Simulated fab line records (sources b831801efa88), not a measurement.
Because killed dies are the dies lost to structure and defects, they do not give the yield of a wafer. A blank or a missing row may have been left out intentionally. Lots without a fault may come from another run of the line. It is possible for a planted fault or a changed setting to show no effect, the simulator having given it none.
The tool behind it: which one? | flow sky130 | 10 lots, 30 wafers sampled, at 5 steps of a route of 708

WHAT THE GAUGES SHOWED, per wafer
SKY_METAL2_RS_MEAS_05: the measuring method here is four-point-probe.
lot  | measured     | on           | METAL2_ALCU_RS (ohm/sq)
L882 | day 34 19:01 | filmMetro-01 | 0.1276 0.1262 0.1260
L883 | day 35 06:41 | filmMetro-01 | 0.1266 0.1254 0.1249
L886 | day 36 05:16 | filmMetro-01 | 0.1269 0.1304 0.1282
L888 | day 36 15:16 | filmMetro-01 | 0.1262 0.1257 0.1267
L893 | day 37 21:10 | filmMetro-04 | 0.0995 0.1251 0.1268
L895 | day 38 06:37 | filmMetro-01 | 0.1258 0.1246 0.0992
L900 | day 39 17:15 | filmMetro-02 | 0.1304 0.1276 0.1279
L901 | day 39 20:52 | filmMetro-01 | 0.1268 0.1285 0.1260
L903 | day 40 12:24 | filmMetro-01 | 0.1309 0.1271 0.1281
L904 | day 40 19:07 | filmMetro-01 | 0.1267 0.1295 0.1270

TOOL THAT RAN EACH LOT (tool first, then ch and the chambers of the sampled wafers, then the start)
lot  | SKY_METAL1_ETCH_18               | SKY_VIA1_SPUTTER_20         | SKY_VIA1_CVD_21              | SKY_METAL2_SPUTTER_02
L882 | rieMetal-04 ch 0,1, day 33 14:28 | pvdSputter-01, day 34 18:13 | cvdW-02 ch 0,1, day 34 18:17 | pvdSputter-04, day 34 18:55
L883 | rieMetal-04 ch 0,1, day 34 01:56 | pvdSputter-04, day 35 05:52 | cvdW-02 ch 0,1, day 35 05:58 | pvdSputter-01, day 35 06:34
L886 | rieMetal-04 ch 0,1, day 34 23:31 | pvdSputter-02, day 36 04:30 | cvdW-01 ch 0,1, day 36 04:34 | pvdSputter-03, day 36 05:11
L888 | rieMetal-03 ch 0,1, day 35 10:16 | pvdSputter-01, day 36 14:28 | cvdW-01 ch 0,1, day 36 14:31 | pvdSputter-04, day 36 15:08
L893 | rieMetal-02 ch 0,1, day 36 16:58 | pvdSputter-04, day 37 20:22 | cvdW-01 ch 0,1, day 37 20:26 | pvdSputter-04, day 37 21:04
L895 | rieMetal-04 ch 0,1, day 37 02:28 | pvdSputter-01, day 38 05:51 | cvdW-02 ch 0,1, day 38 05:55 | pvdSputter-04, day 38 06:32
L900 | rieMetal-02 ch 0, day 38 13:15   | pvdSputter-02, day 39 16:28 | cvdW-01 ch 0, day 39 16:32   | pvdSputter-01, day 39 17:09
L901 | rieMetal-04 ch 0, day 38 18:01   | pvdSputter-02, day 39 20:05 | cvdW-01 ch 0,1, day 39 20:08 | pvdSputter-01, day 39 20:46
L903 | rieMetal-02 ch 0, day 39 08:41   | pvdSputter-04, day 40 11:37 | cvdW-02 ch 0,1, day 40 11:41 | pvdSputter-01, day 40 12:19
L904 | rieMetal-03 ch 0,1, day 39 16:06 | pvdSputter-04, day 40 18:21 | cvdW-01 ch 0,1, day 40 18:25 | pvdSputter-01, day 40 19:02
- SKY_METAL1_ETCH_18: etches BARC in N2/H2, stops on SiO2, time 45.9 s, target depth 60 nm.
- SKY_VIA1_SPUTTER_20: material TiN, target thk 20 nm, time 80 s.
- SKY_VIA1_CVD_21: deposits W, target thk 270 nm, time 80.902 s.
- SKY_METAL2_SPUTTER_02: material AlCu, target thk 250 nm, time 13.3 s.

THE ANSWER, worked out from the rows above alone
Rule: what is usual is taken from the lots themselves. The widest of any qualifying gaps counts: lots, ordered by their means at a reading, are off when they make up no more than a third of the lots, leave a main group of 4 or more, and stand apart from it by 3 or more times the standard deviation of that group's means. A main group is skipped when, at the precision printed for the reading in the tables above, its means are all equal. A lot without any number at a reading at which 4 lots or more have one is off too. The other lots that the step has rows for count as sound.
Off: at SKY_METAL2_RS_MEAS_05 (METAL2_ALCU_RS), L893, L895. Main group: mean 0.1274 ohm/sq, sd 0.0011.
If a tool, at a process step before that reading, ran all the lots that are off and no sound lot after the first of them, it fits. Those tools and the gauges at SKY_METAL2_RS_MEAS_05 are tried in the same way. One candidate fits, namely pvdSputter-04 at SKY_METAL2_SPUTTER_02. A fault onset in the window from L888 (day 36 15:08, its last sound lot) to L893 (day 37 21:04, its first lot off) fits.

WHAT THE SIMULATOR PUT IN
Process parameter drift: pvdSputter-04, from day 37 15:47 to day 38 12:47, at SKY_METAL2_SPUTTER_02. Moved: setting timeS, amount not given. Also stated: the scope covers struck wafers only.
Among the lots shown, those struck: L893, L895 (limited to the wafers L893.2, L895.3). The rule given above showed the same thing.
